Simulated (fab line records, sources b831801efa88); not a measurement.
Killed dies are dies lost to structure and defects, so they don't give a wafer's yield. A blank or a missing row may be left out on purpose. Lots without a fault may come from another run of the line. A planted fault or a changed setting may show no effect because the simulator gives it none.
A struck lot beside a sound one | flow sky130 | 19 steps out of a route of 708
Sound: wafers L854.1, L854.3, L854.4. Struck: wafer L860.4. (L860.3 of the same lot was not struck and is left out.) The cause comes at the end.
At each step with rows: each side's tool, then ch and its chambers, then its first start. Under that, the readings that differ: sound wafers | struck wafers | difference of the means | sigmas: that difference in standard deviations of wafers without a fault.
alike: readings whose means differ by less than 2 such deviations, and words and numbers that are the same on both sides. not compared: withheld readings, readings that some wafer has no value for, bounds like >300 that may hide the same value, and numbers for which the record gives no deviation and whose values overlap.
The two part at a step that has a row with sigmas, a row that says differs or no value, or rows on one side only. Numbers that don't overlap but have no deviation are shown without sigmas and don't part them. A reading that every wafer of one side lacks parts them only if that side has two wafers or more.

SKY_SONOS_TUNNEL_TW_MEAS_12:
  sound on film_metro-03, day 13 19:05; struck on film_metro-02, day 15 12:44
  alike: SONOS_TUNNEL_TW
then, 2 steps without rows for these wafers: SKY_SONOS_TUNNEL_CLEAN_13 (cleans in dHF, time 20 s); SKY_SONOS_ONO_OXIDATION_00 (stabilise 600 s, purge 300 s, target thk 2.6 nm).
SKY_SONOS_ONO_THK_MEAS_01:
  sound on film_metro-04, day 13 21:23; struck on film_metro-02, day 15 14:10
  alike: SONOS_ONO_OXIDATION_THK
then, 1 step without rows for these wafers: SKY_SONOS_ONO_CVD_02 (deposits Si3N4 from DCS/NH3, target thk 10.5 nm, time 180 s).
SKY_SONOS_ONO_THK_MEAS_03:
  sound on film_metro-01, day 13 23:30; struck on film_metro-02, day 15 16:15
  alike: SONOS_ONO_CVD_02_THK
then, 1 step without rows for these wafers: SKY_SONOS_ONO_CVD_04 (deposits SiO2 from SiH4/N2O, target thk 5.7199 nm).
SKY_SONOS_ONO_THK_MEAS_05:
  sound on film_metro-02, day 14 00:49; struck on film_metro-01, day 15 17:46
  alike: SONOS_ONO_CVD_04_THK
then, 4 steps without rows for these wafers: SKY_SONOS_ONO_DEHYDRATE_06 (time 60 s); SKY_SONOS_ONO_HMDS_07 (prime time 60 s); SKY_SONOS_ONO_COAT_08 (resist thk 1140 nm); SKY_SONOS_ONO_SOFTBAKE_09 (time 60 s).
SKY_SONOS_ONO_EXPOSE_10: exposes mask ONOM, target cd 410 nm.
  sound on iline_stepper-02 ch 0, day 14 13:37; struck on iline_stepper-02 ch 0, day 16 07:56
  alike: mask
then, 2 steps without rows for these wafers: SKY_SONOS_ONO_PEB_11; SKY_SONOS_ONO_DEVELOP_12 (develop time 60 s).
SKY_SONOS_ONO_CD_MEAS_13: target cd 410 nm.
  sound on cd_sem-01, day 15 02:38; struck on cd_sem-02, day 16 22:38
  reading    | sound             | struck | difference | sigmas
  cd_nm (nm) | 408.5 407.0 407.6 | 346.3  | -61.4      | -27
SKY_SONOS_ONO_OVL_MEAS_14:
  sound on overlay-01, day 15 02:46; struck on overlay-02, day 16 22:43
  alike: SONOS_ONO_OVL
SKY_SONOS_ONO_ETCH_15: etches the open film in CHF3/O2, target depth 19.52 nm, time 7.8 s.
  sound on rie_diel-04 ch 0,1,2, day 15 02:47; struck on rie_diel-03 ch 3, day 16 22:44
  reading                    | sound             | struck | difference | sigmas
  model.SONOS_ONO.cd_nm (nm) | 408.7 407.2 407.8 | 346.2  | -61.7      |
  alike: drypump_motor_current_A, oes_product_au, throttle_valve_pct
  not compared: rf_hours_counter_h
then, 1 step without rows for these wafers: SKY_SONOS_ONO_WET_ETCH_16 (etches SiO2 in dHF, target depth 14 nm, time 280 s).

WHERE THEY PART
Only at SKY_SONOS_ONO_CD_MEAS_13, within this record. Later steps at which nothing parts them and some readings are alike: SKY_SONOS_ONO_OVL_MEAS_14, SKY_SONOS_ONO_ETCH_15.

WHY: what the simulator had put in
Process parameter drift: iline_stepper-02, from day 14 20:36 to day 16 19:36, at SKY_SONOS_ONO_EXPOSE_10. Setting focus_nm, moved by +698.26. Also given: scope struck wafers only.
